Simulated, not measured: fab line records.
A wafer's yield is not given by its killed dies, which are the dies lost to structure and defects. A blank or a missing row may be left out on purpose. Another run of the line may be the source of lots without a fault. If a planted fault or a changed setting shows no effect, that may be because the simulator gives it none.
Which of the tools did it? / flow sky130 / Sampling: 24 lots, 72 wafers, 6 of 708 route steps

## WHAT EACH GAUGE READ, for each wafer
SKY_VIA1_THK_MEAS_01.
lot=L074; measured=day 32 19:20; on=film-metro-03; VIA1_HDPCVD_THK (nm)=1052 1057 1049
lot=L075; measured=day 33 03:00; on=film-metro-01; VIA1_HDPCVD_THK (nm)=1023 1026 1024
lot=L076; measured=day 34 11:13; on=film-metro-02; VIA1_HDPCVD_THK (nm)=1035 1025 1039
lot=L077; measured=day 34 14:35; on=film-metro-02; VIA1_HDPCVD_THK (nm)=1030 1029 1028
lot=L079; measured=day 34 17:05; on=film-metro-02; VIA1_HDPCVD_THK (nm)=1038 1033 1026
lot=L080; measured=day 34 18:10; on=film-metro-01; VIA1_HDPCVD_THK (nm)=1008 1027 1023
lot=L078; measured=day 34 18:01; on=film-metro-03; VIA1_HDPCVD_THK (nm)=1015 1021 1025
lot=L081; measured=day 34 22:16; on=film-metro-03; VIA1_HDPCVD_THK (nm)=1028 1026 1028
lot=L082; measured=day 35 09:55; on=film-metro-01; VIA1_HDPCVD_THK (nm)=1038 1023 1041
lot=L083; measured=day 35 18:58; on=film-metro-03; VIA1_HDPCVD_THK (nm)=1028 1027 1034
lot=L085; measured=day 36 06:59; on=film-metro-01; VIA1_HDPCVD_THK (nm)=1023 1023 1022
lot=L084; measured=day 36 07:46; on=film-metro-02; VIA1_HDPCVD_THK (nm)=1048 1040 1034
lot=L086; measured=day 36 19:13; on=film-metro-03; VIA1_HDPCVD_THK (nm)=1023 1038 1035
lot=L089; measured=day 38 02:01; on=film-metro-02; VIA1_HDPCVD_THK (nm)=1037 1031 1048
lot=L087; measured=day 38 03:07; on=film-metro-02; VIA1_HDPCVD_THK (nm)=1052 1052 1035
lot=L088; measured=day 38 03:36; on=film-metro-02; VIA1_HDPCVD_THK (nm)=1050 1040 1039
lot=L090; measured=day 38 06:06; on=film-metro-01; VIA1_HDPCVD_THK (nm)=1041 1037 1039
lot=L091; measured=day 38 09:05; on=film-metro-01; VIA1_HDPCVD_THK (nm)=1032 1033 1038
lot=L092; measured=day 38 12:31; on=film-metro-03; VIA1_HDPCVD_THK (nm)=1031 1028 1030
lot=L093; measured=day 38 14:57; on=film-metro-02; VIA1_HDPCVD_THK (nm)=1039 1038 1041
lot=L094; measured=day 39 00:52; on=film-metro-02; VIA1_HDPCVD_THK (nm)=1038 1033 1040
lot=L095; measured=day 39 09:25; on=film-metro-01; VIA1_HDPCVD_THK (nm)=1056 1041 1040
lot=L096; measured=day 39 12:50; on=film-metro-03; VIA1_HDPCVD_THK (nm)=1050 1029 1040
lot=L097; measured=day 39 17:17; on=film-metro-01; VIA1_HDPCVD_THK (nm)=1027 1022 1037

SKY_CAPM_THK_MEAS_04: measures by xrf.
lot=L074; measured=day 36 09:05; on=film-metro-03; CAPM_TIN_THK (nm)=196.7 195.3 195.3
lot=L075; measured=day 36 19:28; on=film-metro-01; CAPM_TIN_THK (nm)=200.1 200.6 199.3
lot=L076; measured=day 37 23:45; on=film-metro-03; CAPM_TIN_THK (nm)=199.9 202.1 202.4
lot=L077; measured=day 38 01:53; on=film-metro-01; CAPM_TIN_THK (nm)=203.3 200.5 200.4
lot=L079; measured=day 38 04:53; on=film-metro-04; CAPM_TIN_THK (nm)=201.7 199.2 201.6
lot=L080; measured=day 38 05:56; on=film-metro-04; CAPM_TIN_THK (nm)=201.6 198.3 200.8
lot=L078; measured=day 38 05:32; on=film-metro-04; CAPM_TIN_THK (nm)=196.9 199.6 201.2
lot=L081; measured=day 38 10:26; on=film-metro-03; CAPM_TIN_THK (nm)=200.4 198.1 200.3
lot=L082; measured=day 39 05:21; on=film-metro-01; CAPM_TIN_THK (nm)=202.9 202.5 201.3
lot=L083; measured=day 39 07:10; on=film-metro-04; CAPM_TIN_THK (nm)=204.1 203.0 200.1
lot=L085; measured=day 39 15:02; on=film-metro-04; CAPM_TIN_THK (nm)=202.5 203.2 202.2
lot=L084; measured=day 39 15:26; on=film-metro-03; CAPM_TIN_THK (nm)=197.7 198.4 198.5
lot=L086; measured=day 40 07:44; on=film-metro-04; CAPM_TIN_THK (nm)=198.9 199.1 200.0
lot=L089; measured=day 41 11:25; on=film-metro-03; CAPM_TIN_THK (nm)=198.8 202.2 201.0
lot=L087; measured=day 41 12:50; on=film-metro-01; CAPM_TIN_THK (nm)=202.5 203.3 201.1
lot=L088; measured=day 41 13:01; on=film-metro-03; CAPM_TIN_THK (nm)=200.1 200.2 201.1
lot=L090; measured=day 41 14:31; on=film-metro-03; CAPM_TIN_THK (nm)=202.0 199.1 199.6
lot=L091; measured=day 41 16:16; on=film-metro-03; CAPM_TIN_THK (nm)=198.8 197.3 197.4
lot=L092; measured=day 41 19:02; on=film-metro-03; CAPM_TIN_THK (nm)=198.5 200.1 199.6
lot=L093; measured=day 41 20:28; on=film-metro-01; CAPM_TIN_THK (nm)=202.3 200.5 201.4
lot=L094; measured=day 42 09:53; on=film-metro-01; CAPM_TIN_THK (nm)=201.9 203.9 201.7
lot=L095; measured=day 42 14:42; on=film-metro-04; CAPM_TIN_THK (nm)=201.9 200.5 200.8
lot=L096; measured=day 42 19:13; on=film-metro-01; CAPM_TIN_THK (nm)=199.4 198.5 198.8
lot=L097; measured=day 42 21:23; on=film-metro-01; CAPM_TIN_THK (nm)=200.7 199.9 200.7

## TOOL THAT RAN EACH LOT (tool first, then ch and the chambers of the sampled wafers, then the start)
lot=L074; SKY_CONTACT_ETCH_16=rie-diel-02 ch 0,1, day 31 13:03; SKY_CONTACT_CVD_24=cvd-w-01 ch 0,1, day 31 13:55; SKY_METAL2_SPUTTER_03=pvd-sputter-04, day 34 00:08; SKY_VIA2_CMP_02=cmp-02 ch 0,2,3, day 35 04:48
lot=L075; SKY_CONTACT_ETCH_16=rie-diel-01 ch 0,1,3, day 31 21:40; SKY_CONTACT_CVD_24=cvd-w-02 ch 0,1, day 31 22:28; SKY_METAL2_SPUTTER_03=pvd-sputter-02, day 34 07:26; SKY_VIA2_CMP_02=cmp-02 ch 1,2,3, day 35 12:19
lot=L076; SKY_CONTACT_ETCH_16=rie-diel-02 ch 0,1,2, day 33 05:31; SKY_CONTACT_CVD_24=cvd-w-01 ch 0,1, day 33 06:19; SKY_METAL2_SPUTTER_03=pvd-sputter-04, day 35 16:04; SKY_VIA2_CMP_02=cmp-02 ch 0,1,3, day 36 19:55
lot=L077; SKY_CONTACT_ETCH_16=rie-diel-02 ch 2,3, day 33 09:21; SKY_CONTACT_CVD_24=cvd-w-01 ch 0,1, day 33 10:28; SKY_METAL2_SPUTTER_03=pvd-sputter-01, day 35 18:50; SKY_VIA2_CMP_02=cmp-02 ch 0,3, day 36 21:22
lot=L079; SKY_CONTACT_ETCH_16=rie-diel-01 ch 1,2,3, day 33 10:17; SKY_CONTACT_CVD_24=cvd-w-02 ch 0,1, day 33 11:08; SKY_METAL2_SPUTTER_03=pvd-sputter-02, day 35 21:02; SKY_VIA2_CMP_02=cmp-02 ch 0,1,3, day 37 00:08
lot=L080; SKY_CONTACT_ETCH_16=rie-diel-02 ch 1,2,3, day 33 11:30; SKY_CONTACT_CVD_24=cvd-w-01 ch 0,1, day 33 12:22; SKY_METAL2_SPUTTER_03=pvd-sputter-02, day 35 22:44; SKY_VIA2_CMP_02=cmp-02 ch 0,2,3, day 37 01:13
lot=L078; SKY_CONTACT_ETCH_16=rie-diel-01 ch 2,3, day 33 12:19; SKY_CONTACT_CVD_24=cvd-w-02 ch 0,1, day 33 13:10; SKY_METAL2_SPUTTER_03=pvd-sputter-01, day 35 21:25; SKY_VIA2_CMP_02=cmp-02 ch 0,2,3, day 37 00:49
lot=L081; SKY_CONTACT_ETCH_16=rie-diel-03 ch 1,2,3, day 33 15:57; SKY_CONTACT_CVD_24=cvd-w-02 ch 0,1, day 33 16:47; SKY_METAL2_SPUTTER_03=pvd-sputter-01, day 36 03:20; SKY_VIA2_CMP_02=cmp-02 ch 0,2,3, day 37 06:48
lot=L082; SKY_CONTACT_ETCH_16=rie-diel-03 ch 2,3, day 34 03:33; SKY_CONTACT_CVD_24=cvd-w-01 ch 0,1, day 34 04:20; SKY_METAL2_SPUTTER_03=pvd-sputter-01, day 36 18:09; SKY_VIA2_CMP_02=cmp-01 ch 0,1, day 37 21:27
lot=L083; SKY_CONTACT_ETCH_16=rie-diel-02 ch 2,3, day 34 13:16; SKY_CONTACT_CVD_24=cvd-w-02 ch 0,1, day 34 14:23; SKY_METAL2_SPUTTER_03=pvd-sputter-02, day 36 22:36; SKY_VIA2_CMP_02=cmp-01 ch 0,3, day 38 01:47
lot=L085; SKY_CONTACT_ETCH_16=rie-diel-01 ch 0,1,3, day 35 01:46; SKY_CONTACT_CVD_24=cvd-w-02 ch 0,1, day 35 02:35; SKY_METAL2_SPUTTER_03=pvd-sputter-04, day 37 10:11; SKY_VIA2_CMP_02=cmp-01 ch 0,3, day 38 13:01
lot=L084; SKY_CONTACT_ETCH_16=rie-diel-02 ch 0,2,3, day 35 02:29; SKY_CONTACT_CVD_24=cvd-w-01 ch 0,1, day 35 03:26; SKY_METAL2_SPUTTER_03=pvd-sputter-02, day 37 11:27; SKY_VIA2_CMP_02=cmp-01 ch 0,1,3, day 38 14:01
lot=L086; SKY_CONTACT_ETCH_16=rie-diel-03 ch 0,1,3, day 35 14:25; SKY_CONTACT_CVD_24=cvd-w-01 ch 0,1, day 35 15:13; SKY_METAL2_SPUTTER_03=pvd-sputter-01, day 37 23:56; SKY_VIA2_CMP_02=cmp-01 ch 1,2,3, day 39 05:47
lot=L089; SKY_CONTACT_ETCH_16=rie-diel-03 ch 0,2,3, day 36 21:13; SKY_CONTACT_CVD_24=cvd-w-02 ch 0,1, day 36 22:01; SKY_METAL2_SPUTTER_03=pvd-sputter-02, day 39 07:03; SKY_VIA2_CMP_02=cmp-02 ch 0,2,3, day 40 08:35
lot=L087; SKY_CONTACT_ETCH_16=rie-diel-01 ch 0,1,2, day 36 22:22; SKY_CONTACT_CVD_24=cvd-w-01 ch 0,1, day 36 23:10; SKY_METAL2_SPUTTER_03=pvd-sputter-04, day 39 07:39; SKY_VIA2_CMP_02=cmp-02 ch 1,2,3, day 40 09:35
lot=L088; SKY_CONTACT_ETCH_16=rie-diel-02 ch 0,2,3, day 36 22:39; SKY_CONTACT_CVD_24=cvd-w-02 ch 0,1, day 36 23:28; SKY_METAL2_SPUTTER_03=pvd-sputter-02, day 39 07:57; SKY_VIA2_CMP_02=cmp-01 ch 0,2, day 40 09:56
lot=L090; SKY_CONTACT_ETCH_16=rie-diel-03 ch 0,1,3, day 37 01:30; SKY_CONTACT_CVD_24=cvd-w-01 ch 0,1, day 37 02:17; SKY_METAL2_SPUTTER_03=pvd-sputter-02, day 39 09:16; SKY_VIA2_CMP_02=cmp-01 ch 0,2,3, day 40 11:35
lot=L091; SKY_CONTACT_ETCH_16=rie-diel-01 ch 1,2, day 37 04:30; SKY_CONTACT_CVD_24=cvd-w-02 ch 0,1, day 37 05:23; SKY_METAL2_SPUTTER_03=pvd-sputter-02, day 39 11:17; SKY_VIA2_CMP_02=cmp-02 ch 1,2, day 40 12:58
lot=L092; SKY_CONTACT_ETCH_16=rie-diel-01 ch 1,2, day 37 07:42; SKY_CONTACT_CVD_24=cvd-w-02 ch 0,1, day 37 09:13; SKY_METAL2_SPUTTER_03=pvd-sputter-02, day 39 14:19; SKY_VIA2_CMP_02=cmp-02 ch 0,2,3, day 40 15:46
lot=L093; SKY_CONTACT_ETCH_16=rie-diel-03 ch 0,1,3, day 37 11:01; SKY_CONTACT_CVD_24=cvd-w-02 ch 0,1, day 37 11:58; SKY_METAL2_SPUTTER_03=pvd-sputter-04, day 39 15:54; SKY_VIA2_CMP_02=cmp-02 ch 0,3, day 40 17:44
lot=L094; SKY_CONTACT_ETCH_16=rie-diel-03 ch 1,2,3, day 37 21:10; SKY_CONTACT_CVD_24=cvd-w-01 ch 0,1, day 37 22:04; SKY_METAL2_SPUTTER_03=pvd-sputter-01, day 40 07:14; SKY_VIA2_CMP_02=cmp-02 ch 0,1,3, day 41 08:26
lot=L095; SKY_CONTACT_ETCH_16=rie-diel-02 ch 0,2, day 38 05:55; SKY_CONTACT_CVD_24=cvd-w-02 ch 0, day 38 06:42; SKY_METAL2_SPUTTER_03=pvd-sputter-04, day 40 11:59; SKY_VIA2_CMP_02=cmp-02 ch 0,1, day 41 14:05
lot=L096; SKY_CONTACT_ETCH_16=rie-diel-01 ch 0,1,2, day 38 09:33; SKY_CONTACT_CVD_24=cvd-w-02 ch 0,1, day 38 10:23; SKY_METAL2_SPUTTER_03=pvd-sputter-01, day 40 15:44; SKY_VIA2_CMP_02=cmp-01 ch 0,2,3, day 41 17:35
lot=L097; SKY_CONTACT_ETCH_16=rie-diel-03 ch 1,2,3, day 38 15:45; SKY_CONTACT_CVD_24=cvd-w-02 ch 0,1, day 38 16:34; SKY_METAL2_SPUTTER_03=pvd-sputter-04, day 40 18:56; SKY_VIA2_CMP_02=cmp-02 ch 0,2,3, day 41 20:41
- SKY_CONTACT_ETCH_16: etches BARC in N2/H2, stops on SiO2, time 45.9 s, target depth 60 nm.
- SKY_CONTACT_CVD_24: deposits W, target thk 340 nm, time 102.12 s.
- SKY_METAL2_SPUTTER_03: material Ti, target thk 5 nm, time 3.3 s.
- SKY_VIA2_CMP_02: polishes SiO2.

## WHAT THE TOOLS THEMSELVES READ (means of the sampled wafers that have a number; where no wafer has one, the mark that the record gives instead)
SKY_CONTACT_ETCH_16.
lot=L074; tool=rie-diel-02; drypump-motor-current-A (A)=5.9; oes-product-au (a.u.)=0.852; rf-fwd-power-W (W)=494.9; throttle-valve-pct (%)=13.225
lot=L075; tool=rie-diel-01; drypump-motor-current-A (A)=5.8; oes-product-au (a.u.)=0.850; rf-fwd-power-W (W)=493.2; throttle-valve-pct (%)=13.221
lot=L076; tool=rie-diel-02; drypump-motor-current-A (A)=5.8; oes-product-au (a.u.)=0.856; rf-fwd-power-W (W)=494.7; throttle-valve-pct (%)=13.227
lot=L077; tool=rie-diel-02; drypump-motor-current-A (A)=5.7; oes-product-au (a.u.)=0.850; rf-fwd-power-W (W)=495.3; throttle-valve-pct (%)=13.228
lot=L079; tool=rie-diel-01; drypump-motor-current-A (A)=5.8; oes-product-au (a.u.)=0.852; rf-fwd-power-W (W)=495.1; throttle-valve-pct (%)=13.224
lot=L080; tool=rie-diel-02; drypump-motor-current-A (A)=5.8; oes-product-au (a.u.)=0.857; rf-fwd-power-W (W)=495.5; throttle-valve-pct (%)=13.223
lot=L078; tool=rie-diel-01; drypump-motor-current-A (A)=6.0; oes-product-au (a.u.)=0.853; rf-fwd-power-W (W)=494.1; throttle-valve-pct (%)=13.223
lot=L081; tool=rie-diel-03; drypump-motor-current-A (A)=5.9; oes-product-au (a.u.)=0.858; rf-fwd-power-W (W)=495.0; throttle-valve-pct (%)=13.222
lot=L082; tool=rie-diel-03; drypump-motor-current-A (A)=6.3; oes-product-au (a.u.)=0.855; rf-fwd-power-W (W)=495.7; throttle-valve-pct (%)=13.225
lot=L083; tool=rie-diel-02; drypump-motor-current-A (A)=5.7; oes-product-au (a.u.)=0.854; rf-fwd-power-W (W)=494.1; throttle-valve-pct (%)=13.225
lot=L085; tool=rie-diel-01; drypump-motor-current-A (A)=5.7; oes-product-au (a.u.)=0.853; rf-fwd-power-W (W)=492.1; throttle-valve-pct (%)=13.222
lot=L084; tool=rie-diel-02; drypump-motor-current-A (A)=5.7; oes-product-au (a.u.)=0.858; rf-fwd-power-W (W)=496.4; throttle-valve-pct (%)=13.227
lot=L086; tool=rie-diel-03; drypump-motor-current-A (A)=5.9; oes-product-au (a.u.)=0.853; rf-fwd-power-W (W)=495.5; throttle-valve-pct (%)=13.232
lot=L089; tool=rie-diel-03; drypump-motor-current-A (A)=6.4; oes-product-au (a.u.)=0.855; rf-fwd-power-W (W)=495.8; throttle-valve-pct (%)=13.223
lot=L087; tool=rie-diel-01; drypump-motor-current-A (A)=5.7; oes-product-au (a.u.)=0.853; rf-fwd-power-W (W)=494.4; throttle-valve-pct (%)=13.220
lot=L088; tool=rie-diel-02; drypump-motor-current-A (A)=5.7; oes-product-au (a.u.)=0.855; rf-fwd-power-W (W)=496.4; throttle-valve-pct (%)=13.229
lot=L090; tool=rie-diel-03; drypump-motor-current-A (A)=5.9; oes-product-au (a.u.)=0.850; rf-fwd-power-W (W)=494.6; throttle-valve-pct (%)=13.221
lot=L091; tool=rie-diel-01; drypump-motor-current-A (A)=5.6; oes-product-au (a.u.)=0.851; rf-fwd-power-W (W)=494.9; throttle-valve-pct (%)=13.230
lot=L092; tool=rie-diel-01; drypump-motor-current-A (A)=5.8; oes-product-au (a.u.)=0.861; rf-fwd-power-W (W)=494.1; throttle-valve-pct (%)=13.231
lot=L093; tool=rie-diel-03; drypump-motor-current-A (A)=6.0; oes-product-au (a.u.)=0.856; rf-fwd-power-W (W)=495.6; throttle-valve-pct (%)=13.228
lot=L094; tool=rie-diel-03; drypump-motor-current-A (A)=5.9; oes-product-au (a.u.)=0.855; rf-fwd-power-W (W)=494.6; throttle-valve-pct (%)=13.224
lot=L095; tool=rie-diel-02; drypump-motor-current-A (A)=5.7; oes-product-au (a.u.)=0.854; rf-fwd-power-W (W)=494.3; throttle-valve-pct (%)=13.230
lot=L096; tool=rie-diel-01; drypump-motor-current-A (A)=5.7; oes-product-au (a.u.)=0.855; rf-fwd-power-W (W)=495.3; throttle-valve-pct (%)=13.235
lot=L097; tool=rie-diel-03; drypump-motor-current-A (A)=5.9; oes-product-au (a.u.)=0.859; rf-fwd-power-W (W)=496.0; throttle-valve-pct (%)=13.219

SKY_CONTACT_CVD_24.
lot=L074; tool=cvd-w-01; heater-power-w (W)=860; susceptor-temp-C (C)=399.89
lot=L075; tool=cvd-w-02; heater-power-w (W)=865; susceptor-temp-C (C)=399.98
lot=L076; tool=cvd-w-01; heater-power-w (W)=876; susceptor-temp-C (C)=399.84
lot=L077; tool=cvd-w-01; heater-power-w (W)=865; susceptor-temp-C (C)=399.67
lot=L079; tool=cvd-w-02; heater-power-w (W)=877; susceptor-temp-C (C)=400.22
lot=L080; tool=cvd-w-01; heater-power-w (W)=856; susceptor-temp-C (C)=400.04
lot=L078; tool=cvd-w-02; heater-power-w (W)=882; susceptor-temp-C (C)=399.81
lot=L081; tool=cvd-w-02; heater-power-w (W)=879; susceptor-temp-C (C)=399.98
lot=L082; tool=cvd-w-01; heater-power-w (W)=868; susceptor-temp-C (C)=399.94
lot=L083; tool=cvd-w-02; heater-power-w (W)=879; susceptor-temp-C (C)=400.19
lot=L085; tool=cvd-w-02; heater-power-w (W)=876; susceptor-temp-C (C)=399.88
lot=L084; tool=cvd-w-01; heater-power-w (W)=869; susceptor-temp-C (C)=399.76
lot=L086; tool=cvd-w-01; heater-power-w (W)=869; susceptor-temp-C (C)=400.09
lot=L089; tool=cvd-w-02; heater-power-w (W)=886; susceptor-temp-C (C)=400.02
lot=L087; tool=cvd-w-01; heater-power-w (W)=860; susceptor-temp-C (C)=400.10
lot=L088; tool=cvd-w-02; heater-power-w (W)=857; susceptor-temp-C (C)=399.80
lot=L090; tool=cvd-w-01; heater-power-w (W)=857; susceptor-temp-C (C)=400.05
lot=L091; tool=cvd-w-02; heater-power-w (W)=866; susceptor-temp-C (C)=400.10
lot=L092; tool=cvd-w-02; heater-power-w (W)=892; susceptor-temp-C (C)=400.13
lot=L093; tool=cvd-w-02; heater-power-w (W)=869; susceptor-temp-C (C)=400.02
lot=L094; tool=cvd-w-01; heater-power-w (W)=886; susceptor-temp-C (C)=400.27
lot=L095; tool=cvd-w-02; heater-power-w (W)=886; susceptor-temp-C (C)=399.97
lot=L096; tool=cvd-w-02; heater-power-w (W)=887; susceptor-temp-C (C)=399.94
lot=L097; tool=cvd-w-02; heater-power-w (W)=879; susceptor-temp-C (C)=400.06

SKY_METAL2_SPUTTER_03.
lot=L074; tool=pvd-sputter-04; throttle-valve-pct (%)=29.4
lot=L075; tool=pvd-sputter-02; throttle-valve-pct (%)=31.2
lot=L076; tool=pvd-sputter-04; throttle-valve-pct (%)=29.2
lot=L077; tool=pvd-sputter-01; throttle-valve-pct (%)=29.9
lot=L079; tool=pvd-sputter-02; throttle-valve-pct (%)=31.1
lot=L080; tool=pvd-sputter-02; throttle-valve-pct (%)=30.8
lot=L078; tool=pvd-sputter-01; throttle-valve-pct (%)=30.0
lot=L081; tool=pvd-sputter-01; throttle-valve-pct (%)=29.8
lot=L082; tool=pvd-sputter-01; throttle-valve-pct (%)=30.1
lot=L083; tool=pvd-sputter-02; throttle-valve-pct (%)=31.1
lot=L085; tool=pvd-sputter-04; throttle-valve-pct (%)=30.0
lot=L084; tool=pvd-sputter-02; throttle-valve-pct (%)=30.5
lot=L086; tool=pvd-sputter-01; throttle-valve-pct (%)=30.0
lot=L089; tool=pvd-sputter-02; throttle-valve-pct (%)=30.3
lot=L087; tool=pvd-sputter-04; throttle-valve-pct (%)=29.5
lot=L088; tool=pvd-sputter-02; throttle-valve-pct (%)=30.9
lot=L090; tool=pvd-sputter-02; throttle-valve-pct (%)=30.1
lot=L091; tool=pvd-sputter-02; throttle-valve-pct (%)=30.8
lot=L092; tool=pvd-sputter-02; throttle-valve-pct (%)=30.9
lot=L093; tool=pvd-sputter-04; throttle-valve-pct (%)=29.2
lot=L094; tool=pvd-sputter-01; throttle-valve-pct (%)=29.7
lot=L095; tool=pvd-sputter-04; throttle-valve-pct (%)=29.9
lot=L096; tool=pvd-sputter-01; throttle-valve-pct (%)=29.4
lot=L097; tool=pvd-sputter-04; throttle-valve-pct (%)=29.8

SKY_VIA2_CMP_02.
lot=L074; tool=cmp-02; motor-current-A (A)=11.9; retaining-ring-pressure-frac=0.997; slurry-filter-dp-kPa (kPa)=13.57
lot=L075; tool=cmp-02; motor-current-A (A)=11.0; retaining-ring-pressure-frac=0.998; slurry-filter-dp-kPa (kPa)=13.41
lot=L076; tool=cmp-02; motor-current-A (A)=10.8; retaining-ring-pressure-frac=0.996; slurry-filter-dp-kPa (kPa)=13.67
lot=L077; tool=cmp-02; motor-current-A (A)=11.5; retaining-ring-pressure-frac=1.003; slurry-filter-dp-kPa (kPa)=13.55
lot=L079; tool=cmp-02; motor-current-A (A)=10.7; retaining-ring-pressure-frac=0.999; slurry-filter-dp-kPa (kPa)=13.58
lot=L080; tool=cmp-02; motor-current-A (A)=11.9; retaining-ring-pressure-frac=1.002; slurry-filter-dp-kPa (kPa)=13.43
lot=L078; tool=cmp-02; motor-current-A (A)=12.0; retaining-ring-pressure-frac=0.996; slurry-filter-dp-kPa (kPa)=13.43
lot=L081; tool=cmp-02; motor-current-A (A)=11.6; retaining-ring-pressure-frac=1.000; slurry-filter-dp-kPa (kPa)=13.58
lot=L082; tool=cmp-01; motor-current-A (A)=13.5; retaining-ring-pressure-frac=1.000; slurry-filter-dp-kPa (kPa)=13.56
lot=L083; tool=cmp-01; motor-current-A (A)=13.0; retaining-ring-pressure-frac=1.001; slurry-filter-dp-kPa (kPa)=13.52
lot=L085; tool=cmp-01; motor-current-A (A)=13.5; retaining-ring-pressure-frac=0.996; slurry-filter-dp-kPa (kPa)=13.52
lot=L084; tool=cmp-01; motor-current-A (A)=13.2; retaining-ring-pressure-frac=1.001; slurry-filter-dp-kPa (kPa)=13.45
lot=L086; tool=cmp-01; motor-current-A (A)=12.6; retaining-ring-pressure-frac=1.002; slurry-filter-dp-kPa (kPa)=13.40
lot=L089; tool=cmp-02; motor-current-A (A)=11.8; retaining-ring-pressure-frac=0.999; slurry-filter-dp-kPa (kPa)=13.51
lot=L087; tool=cmp-02; motor-current-A (A)=10.7; retaining-ring-pressure-frac=1.000; slurry-filter-dp-kPa (kPa)=13.64
lot=L088; tool=cmp-01; motor-current-A (A)=13.5; retaining-ring-pressure-frac=0.998; slurry-filter-dp-kPa (kPa)=13.35
lot=L090; tool=cmp-01; motor-current-A (A)=13.7; retaining-ring-pressure-frac=0.995; slurry-filter-dp-kPa (kPa)=13.47
lot=L091; tool=cmp-02; motor-current-A (A)=10.0; retaining-ring-pressure-frac=0.997; slurry-filter-dp-kPa (kPa)=13.41
lot=L092; tool=cmp-02; motor-current-A (A)=11.8; retaining-ring-pressure-frac=0.995; slurry-filter-dp-kPa (kPa)=13.52
lot=L093; tool=cmp-02; motor-current-A (A)=11.3; retaining-ring-pressure-frac=1.003; slurry-filter-dp-kPa (kPa)=13.65
lot=L094; tool=cmp-02; motor-current-A (A)=10.7; retaining-ring-pressure-frac=0.993; slurry-filter-dp-kPa (kPa)=13.35
lot=L095; tool=cmp-02; motor-current-A (A)=10.9; retaining-ring-pressure-frac=1.000; slurry-filter-dp-kPa (kPa)=13.67
lot=L096; tool=cmp-01; motor-current-A (A)=13.2; retaining-ring-pressure-frac=0.996; slurry-filter-dp-kPa (kPa)=13.45
lot=L097; tool=cmp-02; motor-current-A (A)=11.7; retaining-ring-pressure-frac=0.999; slurry-filter-dp-kPa (kPa)=13.37

## THE ANSWER, worked out from the rows above alone
Rule: usual is defined by the lots themselves. Put in order of their means at a reading, lots are off if they are a third of the lots or fewer, leave a main group of 4 or more, and stand apart from it by a gap of 3 or more times the standard deviation of the main group's means; of several such gaps the widest counts. If all means in a main group match to the digits the tables above print for the reading, that group is not used. Also off: a lot with no number at a reading for which 4 or more lots have one. Where the step has rows for the other lots, those lots are counted as sound. The gauges are gone through in route order, then the tools' own readings, and for those a lot's mean is taken as printed above. At the first step where some lot is off, the reading lying furthest off is the one used; lots without a number count as furthest.
No lot is off on any of the readings shown, so nothing can be concluded from this.

## WHAT WAS PUT IN BY THE SIMULATOR
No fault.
